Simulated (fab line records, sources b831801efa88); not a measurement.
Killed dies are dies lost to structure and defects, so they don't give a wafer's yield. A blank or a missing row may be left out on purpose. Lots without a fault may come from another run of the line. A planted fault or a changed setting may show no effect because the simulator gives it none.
Chamber matching | flow gf180mcu | GF_MIM_CVD_05 on pecvd-01: 3 sister chambers
The step deposits Si3N4, target thk 42 nm, time 29.086 s. 18 wafers are shown with their chamber, then 9 later ones without.

WAFERS WITH THEIR CHAMBER
wafer  | chamber | heater_power_w (W)
L858.2 | 1       | 511
L858.5 | 2       | 585
L858.6 | 0       | 578
L859.3 | 0       | 649
L859.5 | 2       | 600
L859.6 | 0       | 527
L862.1 | 1       | 501
L862.5 | 1       | 516
L862.6 | 2       | 716
L864.2 | 1       | 524
L864.3 | 0       | 647
L864.4 | 1       | 542
L868.2 | 1       | 495
L868.4 | 1       | 492
L868.6 | 1       | 496
L870.1 | 0       | 639
L870.5 | 1       | 605
L870.6 | 2       | 715

SIGNATURES (means of the wafers above)
reading        | chamber 0 | chamber 1 | chamber 2 | scatter within a chamber
heater_power_w | 608.00    | 520.22    | 654.00    | 49.7
Rule: a wafer's distance from a chamber is the root of the sum, over the readings, of the square of ((its reading less the chamber's mean) divided by the reading's scatter). The wafer belongs to the nearest chamber; if the next one is less than 2 further off, it can't be placed. The scatter: the root of (the sum of the squares of (reading less its chamber's mean) over the shown wafers, divided by (wafers less chambers)).

WAFERS WITHOUT THEIR CHAMBER
wafer  | heater_power_w (W)
L878.1 | 588
L878.3 | 492
L878.4 | 493
L879.1 | 523
L879.3 | 700
L879.4 | 712
L881.3 | 620
L881.4 | 693
L881.5 | 639

WHICH CHAMBER EACH WENT THROUGH
wafer  | from the rows above          | in truth
L878.1 | can't be placed: 0 or 2 or 1 | 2
L878.3 | can't be placed: 1 or 0      | 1
L878.4 | can't be placed: 1 or 0      | 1
L879.1 | can't be placed: 1 or 0      | 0
L879.3 | can't be placed: 2 or 0      | 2
L879.4 | can't be placed: 2 or 0      | 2
L881.3 | can't be placed: 0 or 2 or 1 | 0
L881.4 | can't be placed: 2 or 0      | 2
L881.5 | can't be placed: 2 or 0      | 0
Placed correctly: 0 of 9. Can't be placed from these rows: 9 (the true chamber is among the candidates in 9). Placed wrongly: 0.
